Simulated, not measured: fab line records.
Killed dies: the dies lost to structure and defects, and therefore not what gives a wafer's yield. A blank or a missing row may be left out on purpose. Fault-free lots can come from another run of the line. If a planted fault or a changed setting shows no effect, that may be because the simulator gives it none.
Matching of chambers + flow sky130 + cmp-02 running SKY_CONTACT_CMP_27: 4 sister chambers
The step polishes, stops on SiO2, t overpolish 15 s, target thk 0 nm. 8 wafers are shown with their chamber, then 8 later ones without.

## WAFERS WITH THEIR CHAMBER
| wafer  | chamber | motor-current-A (A) | retaining-ring-pressure-frac |
|--------|---------|---------------------|------------------------------|
| L642.3 | 3       | 9.2                 | 0.995                        |
| L642.5 | 1       | 12.0                | 1.001                        |
| L645.5 | 1       | 10.9                | 0.994                        |
| L645.6 | 2       | 11.5                | 1.004                        |
| L648.1 | 2       | 11.9                | 1.006                        |
| L648.2 | 3       | 9.0                 | 0.997                        |
| L648.6 | 0       | 10.7                | 1.002                        |
| L649.1 | 0       | 10.6                | 0.997                        |

## WAFERS MISSING THEIR CHAMBER
| wafer  | motor-current-A (A) | retaining-ring-pressure-frac |
|--------|---------------------|------------------------------|
| L649.2 | 9.9                 | 0.999                        |
| L649.4 | 12.2                | 0.999                        |
| L651.3 | 12.0                | 0.998                        |
| L651.4 | 10.2                | 0.998                        |
| L651.5 | 11.5                | 1.002                        |
| L650.1 | 9.9                 | 1.003                        |
| L650.3 | 9.0                 | 1.000                        |
| L650.6 | 9.1                 | 1.011                        |

## WHICH CHAMBER EACH WENT THROUGH
| wafer  | from the rows above          | in truth |
|--------|------------------------------|----------|
| L649.2 | can't be placed: 0 or 3 or 1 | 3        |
| L649.4 | can't be placed: 1 or 2 or 0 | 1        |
| L651.3 | can't be placed: 1 or 2 or 0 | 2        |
| L651.4 | can't be placed: 0 or 3 or 1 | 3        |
| L651.5 | can't be placed: 2 or 1 or 0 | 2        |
| L650.1 | can't be placed: 0 or 3 or 1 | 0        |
| L650.3 | 3                            | 3        |
| L650.6 | can't be placed: 3 or 0 or 2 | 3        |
Correct placement for 1 of the 8. These rows do not allow placing 7 (true chamber among the candidates in 7). Number placed wrongly: 0.
How it was worked out, from the rows above alone: a wafer's distance from a chamber is the root of the sum, over the readings, of the square of ((its reading less the chamber's mean) divided by the reading's scatter). If the next closest chamber is less than 2 further off than the closest, the wafer can't be placed; otherwise it belongs to the closest. For every chamber, the mean is computed from those of its wafers that are shown. The scatter: take each reading less its chamber's mean, square it, sum over the shown wafers, divide by the number of wafers less the number of chambers, and take the root.
